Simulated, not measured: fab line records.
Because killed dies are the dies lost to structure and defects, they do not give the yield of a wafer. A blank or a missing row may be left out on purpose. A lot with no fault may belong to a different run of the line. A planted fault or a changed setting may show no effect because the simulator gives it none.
The tool behind it: which one? + flow sky130 + 6 lots with 18 wafers sampled at 4 steps, on a route of 708 steps

== WHAT THE GAUGES SHOWED, per wafer ==
SKY_VIA4_RS_MEAS_19: a four-point-probe measurement.
| lot  | measured     | on            | VIA4_W_RS (ohm/sq) |
|------|--------------|---------------|--------------------|
| L175 | day 43 19:46 | film metro-04 | 0.227 0.226 0.230  |
| L180 | day 45 01:05 | film metro-04 | 0.225 0.227 0.217  |
| L184 | day 45 03:29 | film metro-04 | 0.222 0.226 0.228  |
| L190 | day 47 08:17 | film metro-01 | 0.219 0.222 0.218  |
| L193 | day 48 09:44 | film metro-02 | 0.236 0.234 0.230  |
| L195 | day 48 14:18 | film metro-02 | 0.224 0.220 0.221  |

== WHAT TOOL EACH LOT RAN ON (gives the tool, then ch and the chambers of the sampled wafers, and finally the start) ==
| lot  | SKY_FIELD_ISO_ETCH_17           | SKY_VIA4_ETCH_12                   | SKY_VIA4_SPUTTER_17          |
|------|---------------------------------|------------------------------------|------------------------------|
| L175 | rie si-02 ch 1,2, day 2 15:30   | rie diel-03 ch 0,1,2, day 43 18:49 | pvd sputter-03, day 43 19:28 |
| L180 | rie si-02 ch 1,2,3, day 3 19:35 | rie diel-01 ch 0,3, day 45 00:13   | pvd sputter-03, day 45 00:52 |
| L184 | rie si-02 ch 1,2,3, day 4 12:45 | rie diel-03 ch 1,2,3, day 45 02:37 | pvd sputter-04, day 45 03:16 |
| L190 | rie si-01 ch 1,2, day 5 21:36   | rie diel-01 ch 0,1,2, day 47 06:55 | pvd sputter-01, day 47 08:01 |
| L193 | rie si-01 ch 0,3, day 6 12:50   | rie diel-01 ch 0,3, day 48 08:52   | pvd sputter-03, day 48 09:31 |
| L195 | rie si-01 ch 0,2, day 6 23:32   | rie diel-03 ch 0,2, day 48 13:04   | pvd sputter-01, day 48 14:04 |
- SKY_FIELD_ISO_ETCH_17: etches Si in HBr/Cl2/O2, target depth 342 nm, time 97.7 s.
- SKY_VIA4_ETCH_12: etches SiO2 in C4F8/O2/Ar, stops on TiN, target depth 580 nm.
- SKY_VIA4_SPUTTER_17: material TiN, target thk 20 nm, time 80 s.

== THE ANSWER, worked out from the rows above alone ==
Rule: what is usual is taken from the lots themselves. Put in order of their means at a reading, lots are off if they are a third of the lots or fewer, leave a main group of 4 or more, and stand apart from it by a gap of 3 or more times the standard deviation of the main group's means; of several such gaps the widest counts. Not used: any main group whose means are identical at the precision the tables above print for the reading. A lot without any number at a reading at which 4 lots or more have one is off too. All remaining lots with rows at the step are treated as sound.
Across all readings shown, no lot is off: no conclusion can be drawn from this.

== WHAT THE SIMULATOR HAD INSERTED ==
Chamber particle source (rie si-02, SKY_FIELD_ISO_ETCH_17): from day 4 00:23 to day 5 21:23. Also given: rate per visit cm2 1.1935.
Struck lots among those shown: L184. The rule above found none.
